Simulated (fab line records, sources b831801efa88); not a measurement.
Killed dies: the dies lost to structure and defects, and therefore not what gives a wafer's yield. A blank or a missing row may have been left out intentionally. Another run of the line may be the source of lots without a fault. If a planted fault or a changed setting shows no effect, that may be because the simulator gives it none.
The tool behind it: which one?	flow sky130	at 1 step of a route of 708, 13 lots with 39 wafers sampled

== WHAT THE GAUGES SHOWED, per wafer ==
SKY_VIA3_BOW_MEAS_03.
lot	measured	on	VIA3_BOW (um)
L477	day 38 14:43	film-metro-03	73 73 75
L479	day 39 08:25	film-metro-01	76 77 70
L482	day 40 03:31	film-metro-01	83 79 81
L483	day 40 15:38	film-metro-03	88 70 81
L484	day 40 17:01	film-metro-01	60 75 87
L485	day 41 04:09	film-metro-01	74 64 69
L486	day 41 09:32	film-metro-01	72 64 67
L492	day 43 20:43	film-metro-01	76 69 77
L493	day 44 01:02	film-metro-04	77 80 78
L494	day 44 07:08	film-metro-04	87 80 73
L497	day 45 00:19	film-metro-03	87 84 95
L498	day 45 02:33	film-metro-03	77 83 63
L499	day 46 08:21	film-metro-04	67 77 71

== TOOL THAT RAN EACH LOT (tool first, then ch and the chambers of the sampled wafers, then the start) ==
No process step before these readings appears in the record.

== AS READ BY THE TOOLS THEMSELVES (means over the sampled wafers that have a number; for cases with no such wafer, the mark the record gives instead) ==
The record holds no such reading with a usual standard deviation.

== THE ANSWER, worked out from the rows above alone ==
Rule: usual is defined by the lots themselves. The widest of any qualifying gaps counts: lots, ordered by their means at a reading, are off when they make up no more than a third of the lots, leave a main group of 4 or more, and stand apart from it by 3 or more times the standard deviation of that group's means. Not used: any main group whose means are identical at the precision the tables above print for the reading. Also off: a lot with no number at a reading for which 4 or more lots have one. Where the step has rows for the other lots, those lots are counted as sound. Order of review: gauges by route order, followed by the tools' own readings, for which a lot's mean as printed above is used. The first step at which some lot is off is used, and at that step the reading that is off furthest; a lot without a number counts as furthest.
None of the lots is off at any reading shown; this tells nothing.

== WHAT HAD BEEN PUT IN BY THE SIMULATOR ==
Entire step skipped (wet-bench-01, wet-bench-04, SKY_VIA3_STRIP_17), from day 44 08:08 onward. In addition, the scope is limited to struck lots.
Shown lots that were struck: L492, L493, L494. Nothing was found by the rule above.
